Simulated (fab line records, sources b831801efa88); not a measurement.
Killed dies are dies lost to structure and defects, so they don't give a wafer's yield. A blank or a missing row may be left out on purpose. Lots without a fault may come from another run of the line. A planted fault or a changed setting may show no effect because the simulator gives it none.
Chamber matching | flow sky130 | SKY_CAP2M_CVD_00 on pecvd-03: 3 sister chambers
The step deposits SiO2, target thk 15.5 nm. 3 wafers are shown with their chamber, then 9 later ones without.

WAFERS WITH THEIR CHAMBER
wafer  | chamber | heater_power_w (W)
L086.1 | 2       | 837
L086.4 | 0       | 840
L086.6 | 1       | 849

WAFERS WITHOUT THEIR CHAMBER
wafer  | heater_power_w (W)
L088.1 | 897
L088.2 | 829
L088.4 | 831
L094.1 | 918
L094.2 | 814
L094.3 | 777
L094.4 | 844
L094.5 | 766
L094.6 | 897

WHICH CHAMBER EACH WENT THROUGH
wafer  | from the rows above          | in truth
L088.1 | can't be placed: 1 or 0 or 2 | 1
L088.2 | can't be placed: 2 or 0 or 1 | 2
L088.4 | can't be placed: 2 or 0 or 1 | 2
L094.1 | can't be placed: 1 or 0 or 2 | 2
L094.2 | can't be placed: 2 or 0 or 1 | 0
L094.3 | can't be placed: 2 or 0 or 1 | 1
L094.4 | can't be placed: 0 or 1 or 2 | 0
L094.5 | can't be placed: 2 or 0 or 1 | 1
L094.6 | can't be placed: 1 or 0 or 2 | 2
Placed correctly: 0 of 9. Can't be placed from these rows: 9 (the true chamber is among the candidates in 9). Placed wrongly: 0.
How it was worked out, from the rows above alone: a wafer's distance from a chamber is the root of the sum, over the readings, of the square of ((its reading less the chamber's mean) divided by the reading's scatter). The wafer belongs to the nearest chamber; if the next one is less than 2 further off, it can't be placed. A chamber's mean is the mean of its shown wafers. The scatter: with one shown wafer a chamber, the root of the mean of the squares of how far each hidden wafer lies from its nearest shown one.
